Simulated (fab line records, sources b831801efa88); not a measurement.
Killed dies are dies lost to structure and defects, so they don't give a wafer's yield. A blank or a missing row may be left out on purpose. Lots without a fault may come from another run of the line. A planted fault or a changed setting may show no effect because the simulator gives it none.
A struck lot beside a sound one | flow gf180mcu | 14 steps out of a route of 602
Sound: wafers L177.1, L177.4, L177.5. Struck: wafers L192.1, L192.2, L192.4. The cause comes at the end.
At each step with rows: each side's tool, then ch and its chambers, then its first start. Under that, the readings that differ: sound wafers | struck wafers | difference of the means | sigmas: that difference in standard deviations of wafers without a fault.
alike: readings whose means differ by less than 2 such deviations, and words and numbers that are the same on both sides. not compared: withheld readings, readings that some wafer has no value for, bounds like >300 that may hide the same value, and numbers for which the record gives no deviation and whose values overlap.
The two part at a step that has a row with sigmas, a row that says differs or no value, or rows on one side only. Numbers that don't overlap but have no deviation are shown without sigmas and don't part them. A reading that every wafer of one side lacks parts them only if that side has two wafers or more.

GF_CONTACT_THK_MEAS_01:
  sound on film_metro-04, day 16 13:03; struck on film_metro-04, day 22 02:24
  alike: CONTACT_CVD_00_THK
GF_CONTACT_CVD_02: deposits SiO2 from TEOS, target thk 860 nm, time 95.992 s.
  sound on pecvd-01 ch 0,2, day 16 13:07; struck on pecvd-04 ch 0,1, day 22 02:28
  reading            | sound       | struck      | difference | sigmas
  heater_power_w (W) | 686 738 732 | 633 457 492 | -191       | -2
GF_CONTACT_THK_MEAS_03:
  sound on film_metro-03, day 16 13:11; struck on film_metro-01, day 22 02:32
  alike: CONTACT_CVD_02_THK
GF_CONTACT_CMP_04: polishes SiO2.
  sound on cmp-01 ch 0,1,3, day 16 13:20; struck on cmp-01 ch 0,1,2, day 22 02:35
  reading                 | sound             | struck            | difference | sigmas
  head_pressure_psi (psi) | 3.991 4.019 4.022 | 3.992 3.997 3.986 | -0.019     | -2
  alike: motor_current_A, time_to_endpoint_s
GF_CONTACT_BOW_MEAS_05:
  sound on film_metro-04, day 16 13:32; struck on film_metro-04, day 22 02:53
  alike: CONTACT_BOW
then, 7 steps without rows for these wafers: GF_CONTACT_DEHYDRATE_06 (time 60 s); GF_CONTACT_HMDS_07 (prime time 60 s); GF_CONTACT_COAT_08; GF_CONTACT_COAT_09 (resist thk 1000 nm); GF_CONTACT_SOFTBAKE_10 (time 60 s); GF_CONTACT_EXPOSE_11 (exposes mask Contact, target cd 220 nm); GF_CONTACT_PEB_12 (peb time 90 s).
GF_CONTACT_DEVELOP_13: develop time 60 s.
  sound on litho_track-02 ch 0, day 17 12:35; struck on litho_track-03, day 23 01:46
  no value came back on the struck wafers for chill_plate_temp_C (C), develop_time_s (s); on the sound wafers chill_plate_temp_C (C) reads 23.10 23.01 22.97
  reading                                  | sound             | struck          | difference | sigmas
  model.KrF_of_CONTACT_COAT_09.thk_nm (nm) | 992.4 989.7 993.9 | 999.5 1004 1003 | +10.2      |
GF_CONTACT_CD_MEAS_14: target cd 220 nm.
  sound on cd_sem-02, day 17 12:44; struck on cd_sem-01, day 23 01:55
  reading    | sound             | struck | difference                    | sigmas
  cd_nm (nm) | 222.5 220.8 220.9 | - - -  | no value on the struck wafers |

WHERE THEY PART
First at GF_CONTACT_CVD_02; last, within this record, at GF_CONTACT_CD_MEAS_14.

WHY: what the simulator had put in
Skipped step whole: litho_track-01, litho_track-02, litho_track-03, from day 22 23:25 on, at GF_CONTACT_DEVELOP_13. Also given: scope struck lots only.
